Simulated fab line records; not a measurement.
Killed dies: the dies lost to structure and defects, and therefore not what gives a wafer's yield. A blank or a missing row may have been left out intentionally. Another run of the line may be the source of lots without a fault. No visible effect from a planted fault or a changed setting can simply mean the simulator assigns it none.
fab line records	flow gf180mcu
record lots=5	wafers=23
route steps=602 shown PSD@254 SAB@275 SALICIDE@280 M1@324 V1@347 M2@373 V2@404 M3@409
startH: hours from the record's opening day to when the first of the lot's shown wafers began	waitH: hours elapsed since this lot's preceding step	" same as the row above	L1.1+2: several wafers, shown together as one row	- value missing, or start not given	* or withheld: withheld	< > ~ a bound
route shown NAME@n: names a module that has steps shown in the file, with the first one's number in the route	usual: the fault-free wafers' mean and standard deviation	same: alike in all rows	chamber/n: place in a boat	sites: per-site readings	_std_site: the standard deviation of these	_edge_site: outer sites' mean less inner sites'	radiusMm: how far each site lies from the wafer's centre	mask NAME#n: copy n	behind: the most recent tool/chamber to have shaped the wafer	hold: what put the lot on hold/how long, in hours/how the hold closed	device: names the non-switching transistor (n, p or np)	end of line: at the end of the route, the tests of the same wafers	a step given without rows: its recipe and nothing more	killed: dies that structure and defects cost at the first sort, which is not the same as the wafer's yield	map: shows each die of a wafer: x if killed, . if not, _ if none is there
set.NAME: the setting the step ran with; set.NAME@STEP: the setting that earlier step ran with	model.NAME: the simulator's own value behind a step, which no gauge read
one table per step and one row per wafer, for lots whose settings were changed on purpose
## steps
# step GF_PSD_DEVELOP_06
# recipe developTimeS=60	devTempC=23
lot.wafer	tool	chamber	startH	waitH	set.developTimeS
L077.4+5+6	lithoTrack-03	0	346.49	0.1	60
L081.1+5+6	lithoTrack-01	0	379.63	0.1	60
L081.2+3	"	0	"	"	52.36
L080.1+2+6	lithoTrack-03	0	385.51	0.1	60
L080.3+4	"	0	"	"	54.53
L083.1+2+3+4+5	lithoTrack-01	0	397.53	0.1	60
L084.1+2+5	lithoTrack-01	0	404.38	0.1	60
L084.3+4	"	0	"	"	54.05
# step GF_PSD_CD_MEAS_07
# recipe targetCdNm=400
# usual cdNm=400.7/1.7
lot.wafer	tool	chamber	startH	waitH	set.developTimeS@PSD_DEVELOP_06	cdNm
L077.4	cdSem-02	-	346.62	0.1	60	400.8
L077.5	"	-	"	"	60	401.6
L077.6	"	-	"	"	60	400.8
L081.1	cdSem-02	-	379.78	0.1	60	401.2
L081.2	"	-	"	"	52.36	389.2
L081.3	"	-	"	"	52.36	388.4
L081.5	"	-	"	"	60	403.4
L081.6	"	-	"	"	60	402.7
L080.1	cdSem-02	-	385.66	0.1	60	402.4
L080.2	"	-	"	"	60	400.3
L080.3	"	-	"	"	54.53	391.3
L080.4	"	-	"	"	54.53	389.8
L080.6	"	-	"	"	60	400.5
L083.1	cdSem-02	-	397.68	0.1	60	401.5
L083.2	"	-	"	"	60	400.1
L083.3	"	-	"	"	60	399.6
L083.4	"	-	"	"	60	400.4
L083.5	"	-	"	"	60	402.7
L084.1	cdSem-02	-	404.53	0.1	60	400.4
L084.2	"	-	"	"	60	400.6
L084.3	"	-	"	"	54.05	390.1
L084.4	"	-	"	"	54.05	389.2
L084.5	"	-	"	"	60	400.1
# step GF_SAB_ETCH_11
# recipe chemistry=C4F8/O2/Ar	maskMaterial=NOVOLAK	target=SiO2	targetDepthNm=55	sourceW=1500	biasW=1200	pressureMtorr=40	c4f8FlowSccm=withheld	O2_flow_sccm=6	Ar_flow_sccm=300	timeS=8.5
lot.wafer	tool	chamber	startH	waitH	set.timeS	model.etch.depthNm	model.SAB.featureDepthNm
L077.4	rieDiel-01	1	369.17	0.0	8.5	55.51	55.51
L077.5	"	2	"	"	8.5	54.56	54.56
L077.6	"	1	"	"	8.5	55.72	55.72
L081.1	rieDiel-01	0	403.49	0.0	9.62	62.19	62.19
L081.2	"	3	"	"	8.5	54.97	54.97
L081.3	"	1	"	"	9.62	63.62	63.62
L081.5	"	0	"	"	8.5	-	55.2
L081.6	"	1	"	"	9.62	63.09	63.09
L080.1	rieDiel-01	2	409.39	0.0	8.5	-	55.91
L080.2	"	0	"	"	7.864	-	51.28
L080.3	"	3	"	"	8.5	55.42	55.42
L080.4	"	1	"	"	7.864	52.34	52.34
L080.6	"	1	"	"	8.5	56.86	56.86
L083.1	rieDiel-04	2	421.17	0.0	8.5	-	55.79
L083.2	"	0	"	"	8.5	-	56.07
L083.3	"	1	"	"	9.253	-	60.32
L083.4	"	0	"	"	9.253	-	59.83
L083.5	"	2	"	"	9.253	-	60.66
L084.1	rieDiel-04	0	428.83	0.0	8.5	-	55.53
L084.2	"	1	"	"	8.5	-	55.4
L084.3	"	2	"	"	8.5	-	55.64
L084.4	"	2	"	"	8.5	-	55.63
L084.5	"	1	"	"	8.5	54.85	54.85
# step GF_SALICIDE_SPUTTER_02
# recipe material=Co	targetThkNm=10	powerW=1000	timeS=20	chamberPressurePa=0.4
lot.wafer	tool	chamber	startH	waitH	set.timeS	model.Co_of_SALICIDE_SPUTTER_02.thkNm
L077.4	pvdSputter-04	-	369.51	0.0	20	9.904
L077.5	"	-	"	"	20	10.11
L077.6	"	-	"	"	20	10.02
L081.1	pvdSputter-04	-	403.85	0.0	20	9.873
L081.2	"	-	"	"	21.53	10.75
L081.3	"	-	"	"	21.53	10.89
L081.5	"	-	"	"	21.53	10.65
L081.6	"	-	"	"	20	9.977
L080.1	pvdSputter-01	-	409.77	0.0	18.7	9.506
L080.2	"	-	"	"	20	10.05
L080.3	"	-	"	"	20	10.04
L080.4	"	-	"	"	18.7	9.275
L080.6	"	-	"	"	18.7	9.554
L083.1	pvdSputter-01	-	421.51	0.0	18.01	8.845
L083.2	"	-	"	"	20	9.845
L083.3	"	-	"	"	20	9.96
L083.4	"	-	"	"	18.01	8.922
L083.5	"	-	"	"	20	9.906
L084.1+2	pvdSputter-04	-	429.17	0.0	20	10.13
L084.3	"	-	"	"	20	10.19
L084.4	"	-	"	"	20	10.29
L084.5	"	-	"	"	20	10.18
# step GF_SALICIDE_SPUTTER_03
# recipe material=TiN	targetThkNm=20	powerW=6500	timeS=16.7	chamberPressurePa=0.4186
# step GF_SALICIDE_RS_MEAS_04
# recipe thkMeasGauge=four-point-probe	reads=TiN_of_SALICIDE_SPUTTER_03+Co_of_SALICIDE_SPUTTER_02
# usual SALICIDE_TIN_RS=16.3/0.3
lot.wafer	tool	chamber	startH	waitH	set.timeS@SALICIDE_SPUTTER_02	SALICIDE_TIN_RS[ohm/sq]
L077.4	filmMetro-01	-	369.62	0.1	20	16.5
L077.5	"	-	"	"	20	16.0
L077.6	"	-	"	"	20	16.1
L081.1	filmMetro-01	-	403.90	0.0	20	16.6
L081.2	"	-	"	"	21.53	15.1
L081.3	"	-	"	"	21.53	15.0
L081.5	"	-	"	"	21.53	15.4
L081.6	"	-	"	"	20	16.4
L080.1	filmMetro-03	-	409.83	0.0	18.7	17.3
L080.2	"	-	"	"	20	16.3
L080.3	"	-	"	"	20	16.2
L080.4	"	-	"	"	18.7	17.7
L080.6	"	-	"	"	18.7	17.2
L083.1	filmMetro-03	-	421.56	0.0	18.01	18.4
L083.2	"	-	"	"	20	16.7
L083.3	"	-	"	"	20	16.5
L083.4	"	-	"	"	18.01	18.3
L083.5	"	-	"	"	20	16.7
L084.1	filmMetro-04	-	429.23	0.0	20	16.3
L084.2	"	-	"	"	20	16.1
L084.3	"	-	"	"	20	16.0
L084.4	"	-	"	"	20	15.9
L084.5	"	-	"	"	20	16.1
# step GF_M1_COAT_09
# recipe resist=KrF	spinRpm=withheld	resistThkNm=1000
lot.wafer	tool	chamber	startH	waitH	set.resistThkNm	model.KrF_of_M1_COAT_09.thkNm
L077.4+6	lithoTrack-04	0	406.43	0.1	1000	1001
L077.5	"	0	"	"	1000	1003
L081.1	lithoTrack-02	0	442.02	0.1	1000	999.1
L081.2	"	0	"	"	1000	1001
L081.3	"	0	"	"	1000	998.6
L081.5	"	0	"	"	978.5	979.5
L081.6	"	0	"	"	978.5	975.5
L080.1	lithoTrack-04	0	447.96	0.1	1000	997.3
L080.2+3	"	0	"	"	1000	998.1
L080.4	"	0	"	"	1000	1003
L080.6	"	0	"	"	1000	997.7
L083.1+4	lithoTrack-02	0	460.67	0.1	1000	1001
L083.2	"	0	"	"	1000	1000
L083.3	"	0	"	"	1000	999.4
L083.5	"	0	"	"	1000	998.6
L084.1	lithoTrack-02	0	468.42	0.1	971	967.4
L084.2	"	0	"	"	1000	994.3
L084.3	"	0	"	"	1000	998.9
L084.4	"	0	"	"	1000	999
L084.5	"	0	"	"	971	972.4
# step GF_M1_SOFTBAKE_10
# recipe tempC=130	timeS=60	resist=KrF
# step GF_M1_EXPOSE_11
# recipe maskId=Metal1	targetCdNm=230	na=0.68	sourceShape=conventional	sigmaOuter=0.6	doseMj=28
# step GF_M1_METAL_ETCH_16
# recipe chemistry=Cl2/BCl3	maskMaterial=KrF	targetDepthNm=627.5	stopOn=SiO2	pressureMtorr=8	icpW=800	biasW=140	Cl2_flow_sccm=80	bcl3FlowSccm=40	timeS=104.6
lot.wafer	tool	chamber	startH	waitH	set.resistThkNm@M1_COAT_09	model.KrF_of_M1_COAT_09.thkNm
L077.4	rieMetal-02	1	418.27	0.0	1000	735.2
L077.5	"	1	"	"	1000	736
L077.6	"	0	"	"	1000	741.3
L081.1	rieMetal-02	0	454.62	0.0	1000	743.8
L081.2	"	1	"	"	1000	734
L081.3	"	0	"	"	1000	741
L081.5	"	1	"	"	978.5	711.9
L081.6	"	0	"	"	978.5	718.2
L080.1	rieMetal-04	1	460.17	0.0	1000	736.5
L080.2	"	0	"	"	1000	736.3
L080.3	"	0	"	"	1000	737.3
L080.4	"	1	"	"	1000	740.1
L080.6	"	1	"	"	1000	735.3
L083.1	rieMetal-04	1	472.92	0.0	1000	737.6
L083.2	"	1	"	"	1000	735.4
L083.3	"	1	"	"	1000	736.1
L083.4	"	1	"	"	1000	738.7
L083.5	"	1	"	"	1000	736
L084.1	rieMetal-02	0	481.11	0.0	971	708.4
L084.2	"	1	"	"	1000	729.3
L084.3	"	0	"	"	1000	739.1
L084.4	"	1	"	"	1000	732.5
L084.5	"	0	"	"	971	713.8
# step GF_M1_STRIP_17
# recipe chemistry=O2/N2	powerW=1400	pressureMtorr=1500	platenTempC=250	o2FlowSccm=3000	n2FlowSccm=300	overashFraction=0.5
# usual stripTimeToEndpointS=7.89/0.035
lot.wafer	tool	chamber	startH	waitH	set.powerW	set.resistThkNm@M1_COAT_09	stripTimeToEndpointS
L077.4	plasmaAsher-01	0	418.38	0.1	1400	1000	7.88
L077.5	"	0	"	"	1400	1000	7.89
L077.6	"	1	"	"	1400	1000	7.94
L081.1	plasmaAsher-01	0	454.74	0.1	1400	1000	7.95
L081.2	"	1	"	"	1400	1000	7.86
L081.3	"	1	"	"	1351	1000	8.17
L081.5	"	0	"	"	1351	978.5	7.86
L081.6	"	1	"	"	1400	978.5	7.71
L080.1	plasmaAsher-04	1	460.28	0.1	1471	1000	7.58
L080.2	"	0	"	"	1471	1000	7.57
L080.3	"	1	"	"	1400	1000	7.87
L080.4	"	0	"	"	1471	1000	7.63
L080.6	"	1	"	"	1400	1000	7.88
L083.1	plasmaAsher-01	0	473.15	0.2	1400	1000	7.90
L083.2	"	1	"	"	1355	1000	8.08
L083.3	"	1	"	"	1400	1000	7.88
L083.4	"	0	"	"	1355	1000	8.11
L083.5	"	0	"	"	1400	1000	7.92
L084.1	plasmaAsher-04	1	481.23	0.1	1478	971	7.30
L084.2	"	0	"	"	1400	1000	7.81
L084.3	"	1	"	"	1478	1000	7.59
L084.4	"	0	"	"	1400	1000	7.84
L084.5	"	0	"	"	1478	971	7.34
# step GF_V1_PEB_12
# recipe pebTempC=135	pebTimeS=90	resist=KrF
lot.wafer	tool	chamber	startH	waitH	set.pebTimeS
L077.4+5+6	lithoTrack-03	0	-	-	90
L081.1+5+6	lithoTrack-03	0	-	-	102.2
L081.2+3	"	0	"	"	90
L080.1+3+4	lithoTrack-03	0	-	-	90
L080.2+6	"	0	"	"	98.5
L083.1+2+3+4+5	lithoTrack-03	0	-	-	90
L084.1+2+5	lithoTrack-03	0	-	-	77.98
L084.3+4	"	0	"	"	90
# step GF_V1_DEVELOP_13
# recipe developTimeS=60	resist=KrF	devTempC=21
# step GF_V1_CD_MEAS_14
# recipe targetCdNm=260
# usual cdNm=260.3/1.1
lot.wafer	tool	chamber	startH	waitH	set.pebTimeS@V1_PEB_12	cdNm
L077.4	cdSem-02	-	443.77	0.1	90	259.3
L077.5	"	-	"	"	90	259.7
L077.6	"	-	"	"	90	258.0
L081.1	cdSem-01	-	480.41	0.1	102.2	264.9
L081.2	"	-	"	"	90	259.7
L081.3	"	-	"	"	90	260.2
L081.5	"	-	"	"	102.2	263.3
L081.6	"	-	"	"	102.2	262.5
L080.1	cdSem-01	-	485.76	0.1	90	260.8
L080.2	"	-	"	"	98.5	263.4
L080.3	"	-	"	"	90	261.4
L080.4	"	-	"	"	90	261.8
L080.6	"	-	"	"	98.5	262.5
L083.1	cdSem-02	-	498.06	0.1	90	259.6
L083.2	"	-	"	"	90	259.8
L083.3	"	-	"	"	90	259.2
L083.4	"	-	"	"	90	259.2
L083.5	"	-	"	"	90	259.3
L084.1	cdSem-02	-	506.21	0.1	77.98	257.5
L084.2	"	-	"	"	77.98	257.0
L084.3	"	-	"	"	90	259.8
L084.4	"	-	"	"	90	261.1
L084.5	"	-	"	"	77.98	255.9
# step GF_V1_ETCH_16
# recipe chemistry=N2/H2	targetDepthA=withheld	overetchA=withheld	timeS=withheld	target=BARC	ionEnergyEv=200	sourceW=500	biasW=100	pressureMtorr=30	n2FlowSccm=100	h2FlowSccm=200
lot.wafer	tool	chamber	startH	waitH	set.pebTimeS@V1_PEB_12	model.V1.cdNm
L077.4	rieDiel-02	0	443.87	0.0	*	259.1
L077.5	"	0	"	"	*	259.7
L077.6	"	3	"	"	*	258.4
L081.1	rieDiel-04	1	480.57	0.0	*	264.8
L081.2	"	0	"	"	*	260.5
L081.3	"	3	"	"	*	261.2
L081.5	"	2	"	"	*	265.2
L081.6	"	3	"	"	*	263.4
L080.1	rieDiel-04	1	485.92	0.0	*	260.6
L080.2	"	2	"	"	*	264.2
L080.3	"	0	"	"	*	262.2
L080.4	"	3	"	"	*	261.5
L080.6	"	1	"	"	*	262
L083.1	rieDiel-03	1	498.22	0.0	*	260.2
L083.2	"	3	"	"	*	258.1
L083.3	"	0	"	"	*	258.9
L083.4	"	2	"	"	*	259.4
L083.5	"	0	"	"	*	258.8
L084.1	rieDiel-02	2	506.37	0.0	*	257.2
L084.2	"	0	"	"	*	257.1
L084.3	"	3	"	"	*	259.9
L084.4	"	1	"	"	*	262.2
L084.5	"	3	"	"	*	256.1
# step GF_V1_SPUTTER_21
# recipe material=Ti	targetThkNm=15	chamberPressurePa=5	powerW=2500	substrateTempC=200	timeS=80.02
lot.wafer	tool	chamber	startH	waitH	set.powerW	model.Ti_of_V1_SPUTTER_21.thkNm
L077.4	pvdSputter-04	-	444.53	0.0	2500	14.93
L077.5	"	-	"	"	2500	14.88
L077.6	"	-	"	"	2500	14.94
L081.1	pvdSputter-02	-	481.23	0.0	2239	13.57
L081.2	"	-	"	"	2500	15.09
L081.3	"	-	"	"	2239	13.46
L081.5	"	-	"	"	2239	13.34
L081.6	"	-	"	"	2500	15.03
L080.1	pvdSputter-02	-	486.58	0.0	2707	16.15
L080.2	"	-	"	"	2707	16.34
L080.3	"	-	"	"	2500	14.77
L080.4	"	-	"	"	2500	14.73
L080.6	"	-	"	"	2707	16.07
L083.1	pvdSputter-01	-	498.89	0.0	2500	14.36
L083.2+4	"	-	"	"	2617	15.3
L083.3	"	-	"	"	2617	15.46
L083.5	"	-	"	"	2500	14.69
L084.1	pvdSputter-02	-	507.07	0.0	2500	14.69
L084.2	"	-	"	"	2500	14.94
L084.3	"	-	"	"	2425	14.2
L084.4	"	-	"	"	2500	14.91
L084.5	"	-	"	"	2425	14.4
# step GF_M2_EXPOSE_11
# recipe maskId=Metal2	targetCdNm=280	na=0.68	sourceShape=conventional	sigmaOuter=0.6	doseMj=28
lot.wafer	tool	chamber	startH	waitH	mask	set.doseMj
L077.4+5+6	krfScanner-02	0	-	-	Metal2#0	28
L081.1+2	krfScanner-01	0	-	-	Metal2#0	26.36
L081.3+5+6	"	0	"	"	Metal2#0	28
L080.1+3	krfScanner-01	0	-	-	Metal2#0	28
L080.2+4+6	"	0	"	"	Metal2#0	29.43
L083.1+4	krfScanner-02	0	-	-	Metal2#0	28
L083.2+3+5	"	0	"	"	Metal2#0	26.9
L084.1+2+3	krfScanner-02	0	-	-	Metal2#0	28
L084.4+5	"	0	"	"	Metal2#0	30.01
# step GF_M2_PEB_12
# recipe pebTempC=135	pebTimeS=90	resist=KrF
# step GF_M2_DEVELOP_13
# recipe developTimeS=60	devTempC=21
# step GF_M2_CD_MEAS_14
# recipe targetCdNm=280
# usual cdNm=280.0/1.6
lot.wafer	tool	chamber	startH	waitH	set.doseMj@M2_EXPOSE_11	cdNm
L077.4	cdSem-01	-	469.78	0.1	28	280.8
L077.5	"	-	"	"	28	281.1
L077.6	"	-	"	"	28	282.2
L081.1	cdSem-02	-	505.48	0.1	26.36	286.4
L081.2	"	-	"	"	26.36	286.9
L081.3	"	-	"	"	28	277.4
L081.5	"	-	"	"	28	276.5
L081.6	"	-	"	"	28	277.9
L080.1	cdSem-02	-	511.53	0.1	28	278.7
L080.2	"	-	"	"	29.43	271.5
L080.3	"	-	"	"	28	280.0
L080.4	"	-	"	"	29.43	270.9
L080.6	"	-	"	"	29.43	271.5
L083.1	cdSem-02	-	523.28	0.1	28	279.7
L083.2	"	-	"	"	26.9	285.4
L083.3	"	-	"	"	26.9	284.8
L083.4	"	-	"	"	28	280.0
L083.5	"	-	"	"	26.9	284.9
L084.1	cdSem-02	-	530.83	0.1	28	279.9
L084.2	"	-	"	"	28	279.8
L084.3	"	-	"	"	28	281.0
L084.4	"	-	"	"	30.01	269.8
L084.5	"	-	"	"	30.01	269.6
# step GF_M2_METAL_ETCH_16
# recipe chemistry=Cl2/BCl3	maskMaterial=KrF	targetDepthNm=627.5	stopOn=SiO2	pressureMtorr=8	icpW=800	biasW=140	Cl2_flow_sccm=80	bcl3FlowSccm=40	timeS=104.6
lot.wafer	tool	chamber	startH	waitH	set.doseMj@M2_EXPOSE_11	model.M2.cdNm
L077.4	rieMetal-03	1	469.91	0.0	28	279.6
L077.5	"	0	"	"	28	279.7
L077.6	"	1	"	"	28	280.7
L081.1	rieMetal-03	1	505.63	0.0	26.36	294.6
L081.2	"	0	"	"	26.36	288.3
L081.3	"	0	"	"	28	278.6
L081.5	"	0	"	"	28	275.4
L081.6	"	1	"	"	28	284.5
L080.1	rieMetal-04	0	511.68	0.0	28	281.1
L080.2+6	"	1	"	"	29.43	275.5
L080.3	"	1	"	"	28	283.3
L080.4	"	0	"	"	29.43	274.6
L083.1	rieMetal-04	1	523.43	0.0	28	281.7
L083.2	"	0	"	"	26.9	284.3
L083.3	"	1	"	"	26.9	285.1
L083.4	"	0	"	"	28	278.1
L083.5	"	0	"	"	26.9	284.6
L084.1	rieMetal-01	1	530.98	0.0	28	285.4
L084.2	"	0	"	"	28	283.7
L084.3	"	0	"	"	28	284.1
L084.4	"	1	"	"	30.01	274.7
L084.5	"	1	"	"	30.01	275.8
# step GF_V2_SPUTTER_22
# recipe material=TiN	targetThkNm=10	chamberPressurePa=5	powerW=4000	timeS=40
lot.wafer	tool	chamber	startH	waitH	set.timeS	model.TiN_of_V2_SPUTTER_22.thkNm
L077.4	pvdSputter-04	-	495.89	0.0	40	9.877
L077.5	"	-	"	"	40	9.945
L077.6	"	-	"	"	40	10.21
L081.1	pvdSputter-02	-	531.55	0.0	45.88	11.84
L081.2	"	-	"	"	40	10.28
L081.3	"	-	"	"	40	10.24
L081.5	"	-	"	"	40	10.32
L081.6	"	-	"	"	45.88	11.87
L080.1	pvdSputter-02	-	537.10	0.0	43.71	10.77
L080.2+3	"	-	"	"	40	9.995
L080.4	"	-	"	"	43.71	11.01
L080.6	"	-	"	"	40	9.845
L083.1	pvdSputter-02	-	548.09	0.0	40	10.15
L083.2	"	-	"	"	41.61	10.42
L083.3	"	-	"	"	40	10.21
L083.4	"	-	"	"	40	10.19
L083.5	"	-	"	"	41.61	10.56
L084.1	pvdSputter-02	-	555.64	0.0	42.98	10.7
L084.2	"	-	"	"	40	9.896
L084.3	"	-	"	"	42.98	10.76
L084.4	"	-	"	"	42.98	10.75
L084.5	"	-	"	"	40	10
# step GF_M3_SPUTTER_00
# recipe material=Ti	targetThkNm=37.5	arrivingIonEnergyEv=80	substrateTempC=200	chamberPressurePa=2	powerW=4000	timeS=150
lot.wafer	tool	chamber	startH	waitH	set.powerW	model.Ti_of_M3_SPUTTER_00.thkNm
L077.4	pvdSputter-02	-	496.52	0.1	4000	38.01
L077.5	"	-	"	"	4000	38.44
L077.6	"	-	"	"	4000	37.5
L081.1	pvdSputter-03	-	532.18	0.1	4000	36.85
L081.2	"	-	"	"	4000	36.67
L081.3	"	-	"	"	4000	36.35
L081.5	"	-	"	"	4000	36.98
L081.6	"	-	"	"	4000	35.95
L080.1	pvdSputter-01	-	537.73	0.1	4000	38
L080.2	"	-	"	"	4000	37.82
L080.3	"	-	"	"	4137	39.33
L080.4	"	-	"	"	4137	38.99
L080.6	"	-	"	"	4000	37.91
L083.1	pvdSputter-02	-	548.72	0.1	3522	33.27
L083.2	"	-	"	"	4000	37.45
L083.3	"	-	"	"	3522	32.61
L083.4	"	-	"	"	4000	37.32
L083.5	"	-	"	"	3522	32.36
L084.1	pvdSputter-01	-	556.27	0.1	4000	36.81
L084.2	"	-	"	"	4339	40.28
L084.3	"	-	"	"	4339	40.44
L084.4	"	-	"	"	4339	40.13
L084.5	"	-	"	"	4000	37.18
## key
split step=GF_PSD_DEVELOP_06	setting=developTimeS	stated=60	by=wafer
response step=GF_PSD_CD_MEAS_07	reading=cdNm	change=+1.09	per=1%	r=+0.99
split step=GF_SAB_ETCH_11	setting=timeS	stated=8.5	by=wafer
response step=GF_SAB_ETCH_11	reading=model.etch.depthNm	change=+0.585	per=1%	r=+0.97
response step=GF_SAB_ETCH_11	reading=model.SAB.featureDepthNm	change=+0.565	per=1%	r=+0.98
split step=GF_SALICIDE_SPUTTER_02	setting=timeS	stated=20	by=wafer
response step=GF_SALICIDE_SPUTTER_02	reading=model.Co_of_SALICIDE_SPUTTER_02.thkNm	change=+0.102	per=1%	r=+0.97
response step=GF_SALICIDE_RS_MEAS_04	reading=SALICIDE_TIN_RS	change=-0.175	per=1%	r=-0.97
split step=GF_M1_COAT_09	setting=resistThkNm	stated=1000	by=wafer
response step=GF_M1_COAT_09	reading=model.KrF_of_M1_COAT_09.thkNm	change=+9.75	per=1%	r=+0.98
response step=GF_M1_METAL_ETCH_16	reading=model.KrF_of_M1_COAT_09.thkNm	change=+9.07	per=1%	r=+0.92
response step=GF_M1_STRIP_17	reading=stripTimeToEndpointS	slope=*	per=1%	togetherWith=powerW@M1_STRIP_17	explained=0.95
split step=GF_M1_STRIP_17	setting=powerW	stated=1400	by=wafer
response step=GF_M1_STRIP_17	reading=stripTimeToEndpointS	change=*	per=1%	r=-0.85
split step=GF_V1_PEB_12	setting=pebTimeS	stated=90	by=wafer
response step=GF_V1_CD_MEAS_14	reading=cdNm	change=+0.251	per=1%	r=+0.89
response step=GF_V1_ETCH_16	reading=model.V1.cdNm	change=+0.271	per=1%	r=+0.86
split step=GF_V1_SPUTTER_21	setting=powerW	stated=2500	by=wafer
response step=GF_V1_SPUTTER_21	reading=model.Ti_of_V1_SPUTTER_21.thkNm	change=+0.164	per=1%	r=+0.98
split step=GF_M2_EXPOSE_11	setting=doseMj	stated=28	by=wafer
response step=GF_M2_CD_MEAS_14	reading=cdNm	change=-1.51	per=1%	r=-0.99
response step=GF_M2_METAL_ETCH_16	reading=model.M2.cdNm	change=-1.49	per=1%	r=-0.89
split step=GF_V2_SPUTTER_22	setting=timeS	stated=40	by=wafer
response step=GF_V2_SPUTTER_22	reading=model.TiN_of_V2_SPUTTER_22.thkNm	change=+0.104	per=1%	r=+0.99
split step=GF_M3_SPUTTER_00	setting=powerW	stated=4000	by=wafer
response step=GF_M3_SPUTTER_00	reading=model.Ti_of_M3_SPUTTER_00.thkNm	change=+0.387	per=1%	r=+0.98
